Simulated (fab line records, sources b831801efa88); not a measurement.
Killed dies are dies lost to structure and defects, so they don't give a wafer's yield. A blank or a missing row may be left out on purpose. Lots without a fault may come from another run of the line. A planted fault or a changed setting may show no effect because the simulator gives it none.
Which tool did it? | flow sky130 | 24 lots, 72 wafers sampled, at 5 steps of a route of 708

WHAT THE GAUGES READ, wafer by wafer
SKY_FIELD_ISO_BOW_MEAS_00. Usual: INCOMING_BOW -1 um, standard deviation 6.
lot  | measured    | on            | INCOMING_BOW (um) | flag
L074 | day 1 10:00 | film_metro-03 | 6 1 -4            |
L075 | day 1 15:00 | film_metro-02 | 1 2 -7            |
L076 | day 1 20:02 | film_metro-03 | 1 7 -2            |
L077 | day 2 01:00 | film_metro-02 | -3 -2 7           |
L078 | day 2 06:00 | film_metro-02 | -10 -2 4          |
L079 | day 2 11:00 | film_metro-04 | -13 6 10          |
L080 | day 2 16:04 | film_metro-04 | -8 9 -9           |
L081 | day 2 21:00 | film_metro-03 | -5 2 -4           |
L082 | day 3 02:00 | film_metro-02 | -4 -12 -10        |
L083 | day 3 07:00 | film_metro-02 | -3 9 -7           |
L084 | day 3 12:00 | film_metro-02 | -8 -3 6           |
L085 | day 3 17:04 | film_metro-04 | -3 -3 3           |
L086 | day 3 22:00 | film_metro-02 | 5 6 -5            |
L087 | day 4 03:00 | film_metro-02 | -1 15 0           |
L088 | day 4 08:01 | film_metro-04 | 8 -17 -2          |
L089 | day 4 13:00 | film_metro-02 | -1 -6 -12         |
L090 | day 4 18:00 | film_metro-03 | -10 9 -2          |
L091 | day 4 23:02 | film_metro-02 | -5 1 2            |
L092 | day 5 04:01 | film_metro-03 | -14 2 1           |
L093 | day 5 09:00 | film_metro-03 | 2 0 1             |
L094 | day 5 14:01 | film_metro-02 | -13 -7 4          |
L095 | day 5 19:00 | film_metro-02 | -4 3 5            |
L096 | day 6 00:00 | film_metro-04 | -7 -2 1           |
L097 | day 6 05:00 | film_metro-03 | 4 -5 -1           |

SKY_FIELD_ISO_THK_MEAS_02. Usual: FIELD_ISO_OXIDATION_00_THK 11.97 nm, standard deviation 0.26.
lot  | measured    | on            | FIELD_ISO_OXIDATION_00_THK (nm) | flag
L074 | day 1 12:26 | film_metro-03 | 12.20 12.31 12.44               |
L075 | day 1 16:38 | film_metro-04 | 11.95 12.10 11.99               |
L076 | day 1 22:20 | film_metro-03 | 12.43 12.13 12.13               |
L077 | day 2 02:52 | film_metro-03 | 11.64 11.75 11.72               |
L078 | day 2 08:17 | film_metro-04 | 12.05 11.87 11.93               |
L079 | day 2 12:38 | film_metro-04 | 11.93 12.01 11.97               |
L080 | day 2 18:15 | film_metro-02 | 11.77 11.69 11.78               |
L081 | day 2 23:35 | film_metro-02 | 11.46 11.69 11.62               |
L082 | day 3 04:06 | film_metro-03 | 11.94 11.81 12.13               |
L083 | day 3 08:38 | film_metro-02 | 12.32 12.25 12.42               |
L084 | day 3 14:00 | film_metro-02 | 11.76 11.65 12.06               |
L085 | day 3 18:40 | film_metro-04 | 11.81 11.82 11.78               |
L086 | day 3 23:38 | film_metro-03 | 11.93 11.81 11.70               |
L087 | day 4 05:17 | film_metro-04 | 12.30 12.16 12.20               |
L088 | day 4 09:38 | film_metro-02 | 11.34 11.44 11.48               |
L089 | day 4 14:38 | film_metro-04 | 11.62 11.57 11.55               |
L090 | day 4 20:13 | film_metro-03 | 12.09 12.04 12.15               |
L091 | day 5 00:39 | film_metro-02 | 11.72 11.96 11.77               |
L092 | day 5 05:38 | film_metro-03 | 12.22 12.13 12.64               |
L093 | day 5 10:38 | film_metro-03 | 11.88 11.92 11.80               |
L094 | day 5 16:52 | film_metro-02 | 12.06 11.90 12.00               |
L095 | day 5 20:38 | film_metro-03 | 12.10 12.27 12.12               |
L096 | day 6 05:23 | film_metro-04 | 12.14 12.10 12.22               |
L097 | day 6 13:29 | film_metro-04 | 11.86 11.90 12.06               |

SKY_FIELD_ISO_THK_MEAS_23. Usual: FIELD_ISO_OXIDATION_01_THK 10.00 nm, standard deviation 0.2.
lot  | measured    | on            | FIELD_ISO_OXIDATION_01_THK (nm) | flag
L074 | day 2 07:05 | film_metro-04 | 9.64 9.71 9.66                  |
L075 | day 2 11:00 | film_metro-02 | 10.34 10.09 10.36               |
L076 | day 2 19:08 | film_metro-04 | 9.77 9.74 9.83                  |
L077 | day 2 22:04 | film_metro-03 | 10.00 10.02 10.10               |
L078 | day 3 05:16 | film_metro-04 | 9.95 9.95 9.94                  |
L079 | day 3 08:20 | film_metro-03 | 10.09 10.19 10.22               |
L080 | day 3 15:43 | film_metro-02 | 9.72 9.87 10.08                 |
L081 | day 3 21:47 | film_metro-04 | 10.00 9.99 10.01                |
L082 | day 4 00:49 | film_metro-03 | 9.73 9.99 9.94                  |
L083 | day 4 06:27 | film_metro-02 | 10.00 10.01 9.90                |
L084 | day 4 10:22 | film_metro-03 | 10.10 10.26 10.34               |
L085 | day 4 15:50 | film_metro-03 | 9.76 9.81 9.78                  |
L086 | day 4 21:08 | film_metro-02 | 10.12 10.08 10.05               |
L087 | day 5 03:56 | film_metro-04 | 9.98 10.18 10.34                |
L088 | day 5 06:49 | film_metro-02 | 10.28 10.25 10.32               |
L089 | day 5 12:19 | film_metro-02 | 10.02 10.05 9.97                |
L090 | day 5 19:25 | film_metro-03 | 9.76 9.87 9.87                  |
L091 | day 5 21:50 | film_metro-03 | 10.02 10.12 10.20               |
L092 | day 6 09:14 | film_metro-04 | 10.39 10.31 10.25               |
L093 | day 6 09:14 | film_metro-02 | 10.26 10.25 10.32               |
L094 | day 6 19:20 | film_metro-02 | 9.84 9.84 9.93                  |
L095 | day 6 19:20 | film_metro-03 | 9.54 9.73 9.70                  |
L096 | day 7 04:11 | film_metro-02 | 9.82 9.80 9.91                  |
L097 | day 7 13:14 | film_metro-02 | 9.95 10.10 9.86                 |

SKY_NWELL_RS_MEAS_29: measures by four-point-probe. Usual: NWELL_RS 617.7 ohm/sq, standard deviation 1.7.
lot  | measured     | on            | NWELL_RS (ohm/sq) | flag
L074 | day 5 06:12  | film_metro-03 | 614.6 614.2 615.3 |
L075 | day 5 11:14  | film_metro-01 | 618.9 618.2 620.6 |
L076 | day 5 22:20  | film_metro-04 | 617.8 619.2 618.2 |
L077 | day 6 01:45  | film_metro-01 | 614.4 617.0 616.0 |
L078 | day 6 08:38  | film_metro-01 | 619.6 615.5 619.1 |
L079 | day 6 13:14  | film_metro-03 | 618.2 620.4 617.7 |
L080 | day 6 19:02  | film_metro-04 | 619.7 618.2 618.8 |
L081 | day 7 01:26  | film_metro-03 | 618.1 618.4 617.2 |
L082 | day 7 06:02  | film_metro-03 | 618.9 614.1 617.5 |
L083 | day 7 14:21  | film_metro-03 | 614.5 616.4 618.2 |
L084 | day 7 16:06  | film_metro-04 | 617.6 620.2 619.2 |
L085 | day 8 00:51  | film_metro-01 | 617.5 615.4 617.0 |
L086 | day 8 05:44  | film_metro-01 | 618.2 616.4 617.1 |
L087 | day 8 13:13  | film_metro-01 | 618.8 616.2 619.4 |
L088 | day 8 18:18  | film_metro-04 | 617.7 619.9 619.6 |
L089 | day 9 01:12  | film_metro-04 | 617.9 616.1 614.1 |
L090 | day 9 09:36  | film_metro-03 | 619.2 619.7 620.3 |
L091 | day 9 20:46  | film_metro-04 | 617.5 618.4 618.0 |
L092 | day 10 09:57 | film_metro-01 | 614.0 613.6 615.1 |
L093 | day 10 10:17 | film_metro-03 | 617.5 619.3 617.9 |
L094 | day 10 15:59 | film_metro-01 | 619.4 619.6 619.0 |
L095 | day 10 15:35 | film_metro-04 | 617.2 615.0 615.6 |
L096 | day 10 23:17 | film_metro-01 | 619.1 619.5 619.3 |
L097 | day 11 09:02 | film_metro-01 | 616.8 619.7 616.7 |

SKY_VT_ADJUST_HVTP_CD_MEAS_07: target cd 380 nm. Usual: cd_nm 379.6 nm, standard deviation 1.8.
lot  | measured     | on        | cd_nm (nm)        | flag
L074 | day 5 23:56  | cd_sem-02 | 379.9 379.6 380.8 |
L075 | day 6 06:21  | cd_sem-02 | 378.8 382.8 376.6 |
L076 | day 6 16:46  | cd_sem-02 | 379.6 378.8 378.8 |
L077 | day 6 19:53  | cd_sem-01 | 381.2 379.8 380.8 |
L078 | day 7 03:15  | cd_sem-01 | 379.0 377.3 376.8 |
L079 | day 7 07:06  | cd_sem-01 | 378.3 378.8 378.2 |
L080 | day 7 14:28  | cd_sem-02 | 381.9 380.6 381.4 |
L081 | day 7 20:26  | cd_sem-02 | 381.4 379.0 378.0 |
L082 | day 8 01:24  | cd_sem-01 | 383.4 381.9 381.5 |
L083 | day 8 10:21  | cd_sem-01 | 377.1 377.3 375.8 |
L084 | day 8 12:24  | cd_sem-02 | 380.6 378.9 381.9 |
L085 | day 8 20:52  | cd_sem-01 | 382.1 379.5 380.9 |
L086 | day 9 03:08  | cd_sem-01 | 378.9 379.2 379.6 |
L087 | day 9 10:21  | cd_sem-01 | 378.4 380.2 377.9 |
L088 | day 9 15:40  | cd_sem-01 | 377.4 379.2 379.4 |
L089 | day 9 22:57  | cd_sem-01 | 378.5 382.2 378.7 |
L090 | day 10 08:03 | cd_sem-02 | 381.9 380.3 380.0 |
L091 | day 10 18:50 | cd_sem-01 | 376.7 378.0 376.6 |
L092 | day 11 08:51 | cd_sem-02 | 380.3 382.3 380.1 |
L093 | day 11 09:08 | cd_sem-02 | 378.8 378.1 381.6 |
L094 | day 11 15:41 | cd_sem-01 | 379.0 377.9 378.2 |
L095 | day 11 14:42 | cd_sem-02 | 380.0 378.4 380.5 |
L096 | day 11 22:57 | cd_sem-01 | 379.2 377.4 380.0 |
L097 | day 12 08:47 | cd_sem-02 | 381.6 382.2 383.0 |

WHICH TOOL RAN EACH LOT (tool, then ch and the chambers of the sampled wafers, then the start)
The record holds no process step before these readings.

WHAT THE TOOLS THEMSELVES READ (means of the sampled wafers that have a number; where no wafer has one, the mark that the record gives instead)
The record holds no such reading with a usual standard deviation.

THE ANSWER, worked out from the rows above alone
Rule: a lot is off if the mean of its wafers that have a number lies more than 3 standard deviations from the usual mean. A lot without any number at a reading at which 4 lots or more have one is off too. The other lots that the step has rows for count as sound. The gauges are gone through in route order, then the tools' own readings, and for those a lot's mean is taken as printed above. The first step at which some lot is off is used, and at that step the reading that is off furthest; a lot without a number counts as furthest.
No lot is off at any reading shown: from this, nothing can be told.

WHAT THE SIMULATOR HAD PUT IN
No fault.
